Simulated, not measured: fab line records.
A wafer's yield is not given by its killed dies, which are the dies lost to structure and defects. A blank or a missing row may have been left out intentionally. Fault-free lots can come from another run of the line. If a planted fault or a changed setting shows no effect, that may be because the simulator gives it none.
Matching of chambers | flow gf180mcu | 4 sister chambers for GF_V3_CMP_26 on cmp-02
The step polishes, stops on SiO2, t overpolish 15 s, target thk 0 nm. 16 wafers are shown with their chamber, then 7 later ones without.

WAFERS WITH THEIR CHAMBER
wafer  | chamber | motor-current-A (A) | overpolish-run-s (s) | time-to-endpoint-s (s)
L465.1 | 3       | 9.3                 | 15.012               | 90
L465.4 | 0       | 10.2                | 14.992               | 85
L465.5 | 2       | 10.8                | 15.005               | 90
L466.1 | 1       | 12.7                | 15.004               | 88
L466.2 | 0       | 10.4                | 14.996               | 93
L466.3 | 3       | 9.3                 | 15.007               | 91
L468.2 | 3       | 9.4                 | 15.005               | 86
L468.3 | 1       | 11.4                | 14.993               | 88
L468.5 | 2       | 10.0                | 15.022               | 88
L472.1 | 1       | 12.0                | 15.005               | 86
L472.3 | 2       | 10.3                | 14.992               | 89
L472.5 | 1       | 12.0                | 14.997               | 86
L481.1 | 3       | 9.5                 | 14.999               | 98
L481.4 | 0       | 11.2                | 14.998               | 91
L481.6 | 0       | 10.3                | 14.983               | 96
L482.2 | 1       | 12.0                | 14.997               | 88

SIGNATURES (averages over the wafers above)
reading            | chamber 0 | chamber 1 | chamber 2 | chamber 3 | scatter within a chamber
motor-current-A    | 10.525    | 12.020    | 10.367    | 9.375     | 0.39
overpolish-run-s   | 14.99225  | 14.99920  | 15.00633  | 15.00575  | 0.00805
time-to-endpoint-s | 91.25     | 87.20     | 89.00     | 91.25     | 3.49
Rule: for each reading, subtract the chamber's mean from the wafer's reading, divide by that reading's scatter and square the result; add these up over the readings and take the root, which gives the wafer's distance from the chamber. The wafer belongs to the nearest chamber; if the next one is less than 2 further off, it can't be placed. The scatter: take each reading less its chamber's mean, square it, sum over the shown wafers, divide by the number of wafers less the number of chambers, and take the root.

WAFERS MISSING THEIR CHAMBER
wafer  | motor-current-A (A) | overpolish-run-s (s) | time-to-endpoint-s (s)
L482.3 | 9.7                 | 14.996               | 90
L482.6 | 9.7                 | 15.016               | 86
L483.1 | 10.2                | 15.005               | 92
L483.3 | 9.1                 | 14.992               | 93
L483.6 | 10.7                | 15.002               | 90
L484.2 | 10.6                | 15.004               | 91
L484.5 | 12.2                | 14.993               | 87

EACH ONE'S CHAMBER
wafer  | from the rows above          | in truth
L482.3 | can't be placed: 3 or 2 or 0 | 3
L482.6 | can't be placed: 3 or 2 or 0 | 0
L483.1 | can't be placed: 2 or 0 or 3 | 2
L483.3 | can't be placed: 3 or 0 or 2 | 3
L483.6 | can't be placed: 2 or 0      | 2
L484.2 | can't be placed: 2 or 0      | 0
L484.5 | 1                            | 1
Correct placement for 1 of the 7. Not placeable from these rows: 6 (in 6, the candidates include the true chamber). Number placed wrongly: 0.
